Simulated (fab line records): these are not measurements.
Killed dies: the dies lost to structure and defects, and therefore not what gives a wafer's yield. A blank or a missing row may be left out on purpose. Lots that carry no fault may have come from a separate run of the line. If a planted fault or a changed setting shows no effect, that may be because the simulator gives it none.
Chamber matching | flow sky130 | SKY_VIA2_ETCH_14 on rie_diel-02 has 4 sister chambers
The step etches BARC in N2/H2, stops on SiO2, time 45.9 s, target depth 60 nm. 4 wafers are shown with their chamber, then 9 later ones without.

## WAFERS, EACH WITH ITS CHAMBER
wafer  | chamber | drypump_motor_current_A (A)
L088.5 | 1       | 5.3
L088.6 | 2       | 6.0
L091.2 | 3       | 4.7
L091.5 | 0       | 4.7

## WAFERS WHOSE CHAMBER IS MISSING
wafer  | drypump_motor_current_A (A)
L089.2 | 4.7
L089.4 | 5.9
L089.6 | 5.9
L092.1 | 4.7
L092.3 | 5.3
L092.6 | 4.7
L095.4 | 4.7
L095.5 | 4.7
L095.6 | 5.3

## WHICH CHAMBER EACH WENT THROUGH
wafer  | from the rows above     | in truth
L089.2 | can't be placed: 0 or 3 | 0
L089.4 | 2                       | 2
L089.6 | 2                       | 2
L092.1 | can't be placed: 0 or 3 | 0
L092.3 | 1                       | 1
L092.6 | can't be placed: 0 or 3 | 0
L095.4 | can't be placed: 0 or 3 | 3
L095.5 | can't be placed: 0 or 3 | 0
L095.6 | 1                       | 1
Correct placement for 4 of the 9. These rows do not allow placing 5 (true chamber among the candidates in 5). Number placed wrongly: 0.
How it was worked out, from the rows above alone: a wafer's distance from a chamber is the root of the sum, over the readings, of the square of ((its reading less the chamber's mean) divided by the reading's scatter). If the next closest chamber is less than 2 further off than the closest, the wafer can't be placed; otherwise it belongs to the closest. A chamber's mean is the mean of its shown wafers. The scatter: with one shown wafer a chamber, the root of the mean of the squares of how far each hidden wafer lies from its nearest shown one.
